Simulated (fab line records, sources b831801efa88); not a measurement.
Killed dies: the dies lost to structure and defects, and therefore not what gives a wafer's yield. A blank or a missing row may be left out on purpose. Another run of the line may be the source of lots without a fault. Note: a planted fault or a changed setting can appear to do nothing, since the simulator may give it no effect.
Which of the tools did it? ; flow gf180mcu ; 72 wafers from 24 lots sampled at 5 of the route's 602 steps

## WHAT THE GAUGES SHOWED, per wafer
GF_V2_THK_MEAS_03. Usual: V2_CVD_02_THK 849 nm, standard deviation 10.
lot;measured;on;V2_CVD_02_THK (nm);flag
L074;day 20 06:07;film-metro-02;850 848 862;
L075;day 20 12:15;film-metro-03;851 860 840;
L076;day 20 22:45;film-metro-04;839 835 849;
L077;day 21 06:59;film-metro-03;832 826 864;
L078;day 21 13:38;film-metro-04;849 830 838;
L079;day 22 05:12;film-metro-04;839 862 870;
L080;day 22 09:01;film-metro-04;844 854 874;
L081;day 22 17:10;film-metro-03;840 850 847;
L082;day 23 04:41;film-metro-02;856 829 842;
L083;day 23 11:12;film-metro-02;840 849 853;
L084;day 23 14:50;film-metro-02;852 862 852;
L085;day 24 06:37;film-metro-03;839 840 853;
L086;day 24 13:49;film-metro-02;846 854 859;
L087;day 24 19:47;film-metro-04;837 859 862;
L088;day 25 04:02;film-metro-04;844 851 858;
L089;day 25 13:11;film-metro-04;830 848 868;
L090;day 25 18:48;film-metro-03;851 855 847;
L091;day 26 01:53;film-metro-03;840 855 859;
L092;day 26 10:22;film-metro-02;839 842 850;
L093;day 26 16:44;film-metro-03;841 840 854;
L094;day 26 20:03;film-metro-02;842 853 850;
L095;day 27 02:56;film-metro-04;845 835 857;
L096;day 27 10:33;film-metro-03;852 863 861;
L097;day 27 17:15;film-metro-03;837 843 854;

GF_M3_OVL_MEAS_15. Usual: M3_OVL -3 nm, standard deviation 5.
lot;measured;on;M3_OVL (nm);flag
L074;day 22 10:30;overlay-01;0 -5 -2;
L075;day 22 14:57;overlay-01;1 5 5;
L076;day 23 01:51;overlay-01;-3 -11 -9;
L077;day 23 08:38;overlay-02;-2 3 0;
L078;day 23 16:16;overlay-02;-3 -1 -10;
L079;day 24 06:09;overlay-01;-6 -1 -1;
L080;day 24 10:37;overlay-02;1 -1 1;
L081;day 24 18:15;overlay-02;-5 -10 -9;
L082;day 25 05:22;overlay-01;5 5 1;
L083;day 25 11:22;overlay-02;-8 -10 -11;
L084;day 25 14:17;overlay-01;-4 -8 -3;
L085;day 26 05:54;overlay-01;-3 0 -2;
L086;day 26 12:11;overlay-01;6 -4 -3;
L087;day 26 18:06;overlay-02;-1 1 -8;
L088;day 27 00:36;overlay-02;-1 -1 1;
L089;day 27 09:19;overlay-02;-8 9 -7;
L090;day 27 14:52;overlay-02;0 3 -5;
L091;day 27 21:09;overlay-02;-5 -3 -6;
L092;day 28 05:25;overlay-02;-5 -14 -6;
L093;day 28 11:46;overlay-01;-14 -7 -9;
L094;day 28 14:24;overlay-02;-2 -8 -4;
L095;day 28 20:55;overlay-01;-5 4 0;
L096;day 29 05:27;overlay-01;-5 1 5;
L097;day 29 12:01;overlay-01;5 -3 -1;

GF_M4_CD_MEAS_14 targets a cd of 280 nm. Usual: cd-nm reads 279.6 nm (standard deviation 1.1).
lot;measured;on;cd-nm (nm);flag
L074;day 24 11:59;cd-sem-02;279.4 279.3 277.9;
L075;day 24 16:32;cd-sem-01;278.8 279.9 278.8;
L076;day 25 02:27;cd-sem-01;279.8 279.9 280.1;
L077;day 25 09:25;cd-sem-02;279.8 280.3 280.3;
L078;day 25 16:11;cd-sem-01;281.1 279.7 280.7;
L079;day 26 04:38;cd-sem-02;279.3 278.9 279.4;
L080;day 26 09:42;cd-sem-02;280.6 279.2 279.3;
L081;day 26 16:52;cd-sem-01;281.0 282.6 280.0;
L082;day 27 02:21;cd-sem-01;277.7 277.4 277.4;
L083;day 27 08:09;cd-sem-01;277.8 277.1 277.3;
L084;day 27 12:04;cd-sem-02;280.6 279.6 279.7;
L085;day 28 00:51;cd-sem-02;280.8 280.0 280.4;
L086;day 28 08:11;cd-sem-02;278.9 277.8 279.6;
L087;day 28 13:11;cd-sem-02;281.4 279.3 281.6;
L088;day 28 19:46;cd-sem-02;279.5 279.6 279.0;
L089;day 29 04:43;cd-sem-01;278.8 279.2 280.0;
L090;day 29 09:50;cd-sem-02;280.0 279.9 278.6;
L091;day 29 15:06;cd-sem-01;280.2 280.5 280.7;
L092;day 29 23:03;cd-sem-01;279.9 279.2 279.9;
L093;day 30 06:19;cd-sem-01;278.1 278.5 277.2;
L094;day 30 10:00;cd-sem-02;281.3 281.5 281.4;
L095;day 30 14:33;cd-sem-01;280.0 279.8 278.8;
L096;day 30 22:29;cd-sem-02;277.9 277.5 278.3;
L097;day 31 04:30;cd-sem-02;278.7 278.9 280.0;

## EACH LOT AND THE TOOL THAT RAN IT (in order: tool; ch and the chambers of the sampled wafers; start)
lot;GF_V3_CVD_02;GF_M4_SPUTTER_00
L074;pecvd-04 ch 0,1, day 22 11:19;pvd-sputter-01, day 23 13:08
L075;pecvd-02 ch 1,2, day 22 15:52;pvd-sputter-02, day 23 17:21
L076;pecvd-04 ch 0,1,2, day 23 02:40;pvd-sputter-04, day 24 03:57
L077;pecvd-04 ch 0,2, day 23 09:26;pvd-sputter-02, day 24 11:03
L078;pecvd-01 ch 0,1,2, day 23 17:09;pvd-sputter-01, day 24 17:44
L079;pecvd-01 ch 0,2, day 24 06:59;pvd-sputter-01, day 25 07:07
L080;pecvd-02 ch 0,1,2, day 24 11:26;pvd-sputter-02, day 25 11:28
L081;pecvd-01 ch 0,1, day 24 19:24;pvd-sputter-01, day 25 19:16
L082;pecvd-02 ch 0,1, day 25 06:37;pvd-sputter-02, day 26 05:37
L083;pecvd-04 ch 0,2, day 25 12:31;pvd-sputter-01, day 26 11:52
L084;pecvd-02 ch 1,2, day 25 15:28;pvd-sputter-01, day 26 15:16
L085;pecvd-02 ch 1,2, day 26 06:43;pvd-sputter-02, day 27 04:33
L086;pecvd-01 ch 0,2, day 26 13:01;pvd-sputter-02, day 27 11:31
L087;pecvd-02 ch 0,1,2, day 26 18:55;pvd-sputter-02, day 27 16:38
L088;pecvd-04 ch 1,2, day 27 01:31;pvd-sputter-01, day 28 00:02
L089;pecvd-04 ch 1,2, day 27 10:10;pvd-sputter-02, day 28 08:31
L090;pecvd-01 ch 0,1, day 27 15:40;pvd-sputter-01, day 28 14:14
L091;pecvd-04 ch 0,2, day 27 22:04;pvd-sputter-04, day 28 19:43
L092;pecvd-02 ch 0,1, day 28 06:14;pvd-sputter-01, day 29 03:52
L093;pecvd-02 ch 0,2, day 28 13:02;pvd-sputter-01, day 29 10:50
L094;pecvd-04 ch 0,1,2, day 28 15:18;pvd-sputter-01, day 29 13:44
L095;pecvd-01 ch 0,1,2, day 28 22:07;pvd-sputter-02, day 29 19:51
L096;pecvd-04 ch 0,2, day 29 06:16;pvd-sputter-01, day 30 03:14
L097;pecvd-02 ch 0,1,2, day 29 12:50;pvd-sputter-01, day 30 09:40
- GF_V3_CVD_02: deposits SiO2 from TEOS, target thk 850 nm, time 94.851 s.
- GF_M4_SPUTTER_00: material Ti, target thk 37.5 nm, time 150 s.

## AS READ BY THE TOOLS THEMSELVES (means over the sampled wafers that have a number; for cases with no such wafer, the mark the record gives instead)
GF_V3_CVD_02. Usual: heater-power-w 701 W, standard deviation 120; rf-fwd-power-W 595.9 W, standard deviation 2.2.
lot;tool;heater-power-w (W);rf-fwd-power-W (W);flag
L074;pecvd-04;685;598.3;
L075;pecvd-02;874;594.9;
L076;pecvd-04;575;597.0;
L077;pecvd-04;661;595.6;
L078;pecvd-01;722;594.6;
L079;pecvd-01;670;596.4;
L080;pecvd-02;721;594.8;
L081;pecvd-01;700;594.8;
L082;pecvd-02;624;595.5;
L083;pecvd-04;676;597.3;
L084;pecvd-02;725;596.5;
L085;pecvd-02;742;596.2;
L086;pecvd-01;662;597.4;
L087;pecvd-02;755;593.8;
L088;pecvd-04;609;596.7;
L089;pecvd-04;671;596.8;
L090;pecvd-01;692;597.2;
L091;pecvd-04;606;597.1;
L092;pecvd-02;622;594.8;
L093;pecvd-02;735;592.6;
L094;pecvd-04;684;597.0;
L095;pecvd-01;745;598.3;
L096;pecvd-04;639;595.8;
L097;pecvd-02;744;596.7;

GF_M4_SPUTTER_00. Usual: chamber-pressure-pa 2.000 Pa, standard deviation 0.004; throttle-valve-pct 29.8 %, standard deviation 0.74.
lot;tool;chamber-pressure-pa (Pa);throttle-valve-pct (%);flag
L074;pvd-sputter-01;1.999;29.6;
L075;pvd-sputter-02;1.998;30.2;
L076;pvd-sputter-04;2.001;29.8;
L077;pvd-sputter-02;2.000;29.8;
L078;pvd-sputter-01;1.998;30.1;
L079;pvd-sputter-01;2.000;29.6;
L080;pvd-sputter-02;2.001;29.3;
L081;pvd-sputter-01;2.003;29.9;
L082;pvd-sputter-02;2.003;29.9;
L083;pvd-sputter-01;1.999;29.6;
L084;pvd-sputter-01;2.000;30.1;
L085;pvd-sputter-02;1.995;29.5;
L086;pvd-sputter-02;2.002;29.5;
L087;pvd-sputter-02;2.000;29.2;
L088;pvd-sputter-01;1.999;30.1;
L089;pvd-sputter-02;1.997;29.5;
L090;pvd-sputter-01;2.002;29.8;
L091;pvd-sputter-04;2.001;30.3;
L092;pvd-sputter-01;2.000;30.0;
L093;pvd-sputter-01;1.997;29.4;
L094;pvd-sputter-01;2.003;29.7;
L095;pvd-sputter-02;1.997;29.7;
L096;pvd-sputter-01;2.002;30.2;
L097;pvd-sputter-01;2.001;29.7;

## THE ANSWER, worked out from the rows above alone
Rule: lot off if the mean of its wafers having a number is beyond 3 standard deviations from the usual mean. A lot without any number at a reading at which 4 lots or more have one is off too. All remaining lots with rows at the step are treated as sound. The gauges are gone through in route order, then the tools' own readings, and for those a lot's mean is taken as printed above. The first step at which some lot is off is used, and at that step the reading that is off furthest; a lot without a number counts as furthest.
No lot is off at any reading shown: from this, nothing can be told.

## WHAT THE SIMULATOR PUT IN
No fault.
